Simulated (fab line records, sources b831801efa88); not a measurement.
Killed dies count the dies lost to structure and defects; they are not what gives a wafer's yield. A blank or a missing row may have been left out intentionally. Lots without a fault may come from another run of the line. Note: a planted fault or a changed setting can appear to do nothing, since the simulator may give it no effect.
Struck lot and sound lot, side by side | flow sky130 | 44 out of 708 route steps
Sound: these wafers, L755.1, L755.4, L755.6. Wafers L761.1, L761.4, L761.5 were the ones struck. The cause is given at the end.
Order at every step that has rows: each side's tool, ch and its chambers, its first start. Under that, the readings that differ: sound wafers | struck wafers | difference of the means | sigmas: that difference in standard deviations of wafers without a fault.
alike: same words and numbers on both sides, and readings whose means sit less than 2 such deviations apart. not compared: any withheld reading, any reading some wafer has no value for, any bound like >300 that may hide the same value, and any number with overlapping values for which the record gives no deviation.
The two part at a step that has a row with sigmas, a row that says differs or no value, or rows on one side only. Numbers that have no deviation but don't overlap get no sigmas and don't part them. Lack of a reading on every wafer of one side parts them only where that side has two or more wafers.

first, 3 steps without rows for these wafers: SKY_VIA1_STRIP_17 (strips in post etch residue remover, time 1200 s); SKY_VIA1_CLEAN_18 (cleans in IPA, time 180 s); SKY_VIA1_CLEAN_19 (cleans in O3/DIW).
SKY_VIA1_SPUTTER_20: material TiN, target thk 20 nm, time 80 s.
  sound on pvdSputter-02 at day 37 18:04; struck on pvdSputter-01 at day 39 17:23
  alike: throttleValvePct
then, 1 step without rows for these wafers: SKY_VIA1_CVD_21 (deposits W, target thk 270 nm, time 80.902 s).
SKY_VIA1_RS_MEAS_22: measurement is done with a four-point probe.
  sound on filmMetro-04 at day 37 18:13; struck on filmMetro-04 at day 39 17:32
  alike: VIA1_W_RS
SKY_VIA1_THK_MEAS_23: measures by xrf.
  sound on filmMetro-04 at day 37 18:20; struck on filmMetro-04 at day 39 17:39
  alike: VIA1_W_THK
then, 1 step without rows for these wafers: SKY_VIA1_CMP_24 (polishes, stops on SiO2, t overpolish 15 s, target thk 0 nm).
SKY_METAL2_SPUTTER_00: material Ti, target thk 15 nm, time 10 s.
  sound on pvdSputter-04 at day 37 18:42; struck on pvdSputter-03 at day 39 18:01
  alike: throttleValvePct
then, 1 step without rows for these wafers: SKY_METAL2_SPUTTER_01 (material TiN, target thk 20 nm, time 16.7 s).
SKY_METAL2_SPUTTER_02: material AlCu, target thk 250 nm, time 13.3 s.
  sound on pvdSputter-04 at day 37 18:44; struck on pvdSputter-03 at day 39 18:04
  alike: throttleValvePct
then, 1 step without rows for these wafers: SKY_METAL2_SPUTTER_03 (material Ti, target thk 5 nm, time 3.3 s).
SKY_METAL2_SPUTTER_04: material TiN, target thk 70 nm, time 58.3 s.
  sound on pvdSputter-04 at day 37 18:47; struck on pvdSputter-03 at day 39 18:06
reading                                   | sound             | struck            | difference | sigmas
model.TiN_of_METAL2_SPUTTER_04.thkNm (nm) | 69.06 68.74 69.07 | 76.82 76.21 76.56 | +7.57      | 
  alike: throttleValvePct
SKY_METAL2_RS_MEAS_05: measurement is done with a four-point probe.
  sound on filmMetro-04 at day 37 18:50; struck on filmMetro-03 at day 39 18:09
  alike: METAL2_ALCU_RS
SKY_METAL2_THK_MEAS_06: measures by xrf.
  sound on filmMetro-04 at day 37 18:58; struck on filmMetro-03 at day 39 18:16
reading              | sound             | struck            | difference | sigmas
METAL2_ALCU_THK (nm) | 253.0 253.8 251.2 | 246.7 246.3 245.9 | -6.4       | -3
then, 8 steps without rows for these wafers: SKY_METAL2_DEHYDRATE_07 (time 60 s); SKY_METAL2_HMDS_08 (prime time 60 s); SKY_METAL2_COAT_09 (resist thk 60 nm); SKY_METAL2_COAT_10 (resist thk 450 nm); SKY_METAL2_SOFTBAKE_11 (time 90 s); SKY_METAL2_EXPOSE_12 (exposes mask MM2, target cd 140 nm); SKY_METAL2_PEB_13; SKY_METAL2_DEVELOP_14 (develop time 58.7 s).
SKY_METAL2_CD_MEAS_15 targets a cd of 140 nm.
  sound on cdSem-02 at day 38 20:13; struck on cdSem-02 at day 40 17:34
  alike: cdNm
SKY_METAL2_OVL_MEAS_16:
  sound on overlay-02 at day 38 20:20; struck on overlay-02 at day 40 17:41
  alike: METAL2_OVL
then, 2 steps without rows for these wafers: SKY_METAL2_DESCUM_17 (chemistry O2, time 8 s); SKY_METAL2_ETCH_18 (etches BARC in N2/H2, stops on SiO2, time 45.9 s, target depth 60 nm).
SKY_METAL2_METAL_ETCH_19: etches the open film in Cl2/BCl3, stops on SiO2, target depth 360 nm, time 78 s.
  sound on rieMetal-01 ch 1, day 38 20:28; struck on rieMetal-04 ch 0,1, day 40 17:49
  alike: drypumpMotorCurrentA, heBacksideLeakSccm, mfcCl2Sccm, oesProductAu, throttleValvePct
  not compared: rfHoursCounterH
then, 5 steps without rows for these wafers: SKY_METAL2_STRIP_20 (strips in O2/N2); SKY_METAL2_STRIP_21 (strips in post etch residue remover, time 1200 s); SKY_METAL2_CLEAN_22 (cleans in IPA, time 180 s); SKY_METAL2_CLEAN_23 (cleans in O3/DIW); SKY_VIA2_HDPCVD_00 (deposits SiO2, target thk 1180 nm, time 196.7 s).
SKY_VIA2_THK_MEAS_01:
  sound on filmMetro-04 at day 38 21:17; struck on filmMetro-03 at day 40 18:37
  alike: VIA2_HDPCVD_THK
SKY_VIA2_CMP_02: polishes SiO2.
  sound on cmp-01 ch 1,2,3, day 38 21:23; struck on cmp-01 ch 0,1,3, day 40 18:44
  alike: motorCurrentA, retainingRingPressureFrac
SKY_VIA2_BOW_MEAS_03:
  sound on filmMetro-02 at day 38 21:38; struck on filmMetro-03 at day 40 18:59
  alike: VIA2_BOW
then, 6 steps without rows for these wafers: SKY_VIA2_DEHYDRATE_04 (time 60 s); SKY_VIA2_HMDS_05 (prime time 60 s); SKY_VIA2_COAT_06 (resist thk 60 nm); SKY_VIA2_COAT_07 (resist thk 450 nm); SKY_VIA2_SOFTBAKE_08 (time 90 s); SKY_VIA2_EXPOSE_09 (exposes mask VIM2, target cd 200 nm).
SKY_VIA2_ETCH_15: etches SiO2 in C4F8/O2/Ar, stops on TiN, target depth 546 nm, time 84 s.
  sound on rieDiel-03 ch 1,2,3, day 39 22:14; struck on rieDiel-03 ch 2,3, day 41 17:40
reading                                   | sound             | struck           | difference | sigmas
model.TiN_of_METAL2_SPUTTER_04.thkNm (nm) | 68.45 68.12 68.45 | 76.21 75.6 75.95 | +7.58      | 
  alike: oesProductAu
  not compared: rfHoursCounterH
-- the record jumps here: 8 days lie between the struck wafers' starts before and after (it left off in module VIA2 and takes up again in module PAD_OPEN, whose first step shown is number 708 of the route) --
SKY_PAD_OPEN_PROBE_99:
  rows exist in the record for the struck wafers here (prober-01, day 50 00:38), but not for the sound ones

== WHERE THEY PART ==
First at SKY_METAL2_THK_MEAS_06; last, within this record, at SKY_PAD_OPEN_PROBE_99.

WHY: whatever the simulator had introduced
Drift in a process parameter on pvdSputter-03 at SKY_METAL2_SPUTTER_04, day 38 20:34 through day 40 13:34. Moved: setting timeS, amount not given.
